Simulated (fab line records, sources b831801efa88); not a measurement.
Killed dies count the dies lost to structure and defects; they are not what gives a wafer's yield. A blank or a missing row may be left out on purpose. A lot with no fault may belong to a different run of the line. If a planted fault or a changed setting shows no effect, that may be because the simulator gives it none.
A lot that was struck, set against a sound lot / flow gf180mcu / 29 steps out of a route of 602
Sound: the wafers L674.1, L674.2, L674.3. Struck: wafer L688.2 (left out: L688.1, L688.4 of the same lot, which were not struck); the cause appears at the end.
At each step with rows: each side's tool, then ch and its chambers, then its first start. Under that, the readings that differ: sound wafers / struck wafers / difference of the means / sigmas: that difference in standard deviations of wafers without a fault.
alike: readings whose means differ by less than 2 such deviations, and words and numbers that are the same on both sides. not compared: withheld readings, readings that some wafer has no value for, bounds like >300 that may hide the same value, and numbers for which the record gives no deviation and whose values overlap.
Wherever a step has rows on one side only, a row that says differs or no value, or a row with sigmas, the two part there. When numbers do not overlap yet have no deviation, they are printed without sigmas and do not part them. Lack of a reading on every wafer of one side parts them only where that side has two or more wafers.

first, 2 steps without rows for these wafers: GF_V5_STRIP_19 (strips in post etch residue remover, time 1200 s); GF_V5_CLEAN_20 (cleans in DIW).
GF_V5_SPUTTER_21: material Ti, target thk 15 nm, time 80.02 s.
  sound on pvdSputter-03, day 27 06:58; struck on pvdSputter-01, day 31 10:19
  alike: throttleValvePct
GF_V5_SPUTTER_22: material TiN, target thk 10 nm, time 40 s.
  sound on pvdSputter-03, day 27 07:02; struck on pvdSputter-01, day 31 10:22
  alike: throttleValvePct
GF_V5_CVD_23: deposits W, target thk 350 nm, time 104.9 s.
  sound on cvdW-02 ch 0,1, day 27 07:04; struck on cvdW-02 ch 1, day 31 10:25
  alike: heaterPowerW, susceptorTempC
GF_V5_RS_MEAS_24: uses a four-point probe to measure.
  sound on filmMetro-02, day 27 07:11; struck on filmMetro-02, day 31 10:31
  alike: V5_W_RS
GF_V5_THK_MEAS_25: measures by xrf.
  sound on filmMetro-02, day 27 07:18; struck on filmMetro-02, day 31 10:38
  alike: V5_W_THK
GF_V5_CMP_26: polishes, stops on SiO2, t overpolish 15 s, target thk 0 nm.
  sound on cmp-02 ch 0,1,3, day 27 07:22; struck on cmp-01 ch 0, day 31 10:42
  alike: motorCurrentA, overpolishRunS, timeToEndpointS
then, 4 steps without rows for these wafers: GF_TOP_METAL_SPUTTER_00 (material Ti, target thk 37.5 nm, time 150 s); GF_TOP_METAL_SPUTTER_01 (material TiN, target thk 30 nm, time 25 s); GF_TOP_METAL_SPUTTER_02 (material AlCu, target thk 900 nm, time 47.82 s); GF_TOP_METAL_SPUTTER_03 (material Ti, target thk 5 nm, time 3.3 s).
GF_TOP_METAL_SPUTTER_04: material TiN, target thk 25 nm, time 20.8 s.
  sound on pvdSputter-04, day 27 07:51; struck on pvdSputter-02, day 31 11:11
reading=model.TiN_of_TOP_METAL_SPUTTER_04.thkNm (nm); sound=24.54 24.65 24.92; struck=29.03; difference=+4.33; sigmas=
  alike: throttleValvePct
GF_TOP_METAL_RS_MEAS_05: uses a four-point probe to measure.
  sound on filmMetro-01, day 27 07:53; struck on filmMetro-01, day 31 11:17
  alike: TOP_METAL_ALCU_RS
GF_TOP_METAL_THK_MEAS_06: measures by xrf.
  sound on filmMetro-01, day 27 08:00; struck on filmMetro-01, day 31 11:24
  alike: TOP_METAL_ALCU_THK
then, 7 steps without rows for these wafers: GF_TOP_METAL_DEHYDRATE_07 (time 60 s); GF_TOP_METAL_HMDS_08 (prime time 60 s); GF_TOP_METAL_COAT_09 (resist thk 1500 nm); GF_TOP_METAL_SOFTBAKE_10 (time 60 s); GF_TOP_METAL_EXPOSE_11 (exposes mask MetalTop, target cd 440 nm); GF_TOP_METAL_PEB_12; GF_TOP_METAL_DEVELOP_13 (develop time 60 s).
GF_TOP_METAL_CD_MEAS_14: the cd target is 440 nm.
  sound on cdSem-02, day 28 03:34; struck on cdSem-02, day 32 03:41
  alike: cdNm
GF_TOP_METAL_OVL_MEAS_15:
  sound on overlay-01, day 28 03:41; struck on overlay-01, day 32 03:49
  alike: TOP_METAL_OVL
GF_TOP_METAL_METAL_ETCH_16: etches the open film in Cl2/BCl3, stops on SiO2, target depth 1077.5 nm, time 179.6 s.
  sound on rieMetal-02 ch 0,1, day 28 03:44; struck on rieMetal-02 ch 1, day 32 03:50
reading=throttleValvePct (%); sound=28.262 28.255 28.269; struck=28.238; difference=-0.024; sigmas=-2
  alike: drypumpMotorCurrentA, oesProductAu
  not compared: rfHoursCounterH
then, 1 step without rows for these wafers: GF_TOP_METAL_STRIP_17 (strips in O2/N2).
GF_TOP_METAL_STRIP_18: strips in post etch residue remover, time 1200 s.
  sound on wetBench-02 ch 2, day 28 04:00; struck on wetBench-02 ch 1, day 32 04:07
reading=model.TiN_of_TOP_METAL_SPUTTER_04.thkNm (nm); sound=24.12 24.22 24.5; struck=28.6; difference=+4.3; sigmas=
then, 1 step without rows for these wafers: GF_TOP_METAL_CLEAN_19 (cleans in DIW).
GF_PASSIVATION_PROBE_99:
  rows exist in the record for the struck wafers here (prober-01, day 32 23:13), but not for the sound ones

WHERE THEY PART
Last at GF_PASSIVATION_PROBE_99 as far as this record goes, first at GF_TOP_METAL_METAL_ETCH_16.

WHY: what had been put in by the simulator
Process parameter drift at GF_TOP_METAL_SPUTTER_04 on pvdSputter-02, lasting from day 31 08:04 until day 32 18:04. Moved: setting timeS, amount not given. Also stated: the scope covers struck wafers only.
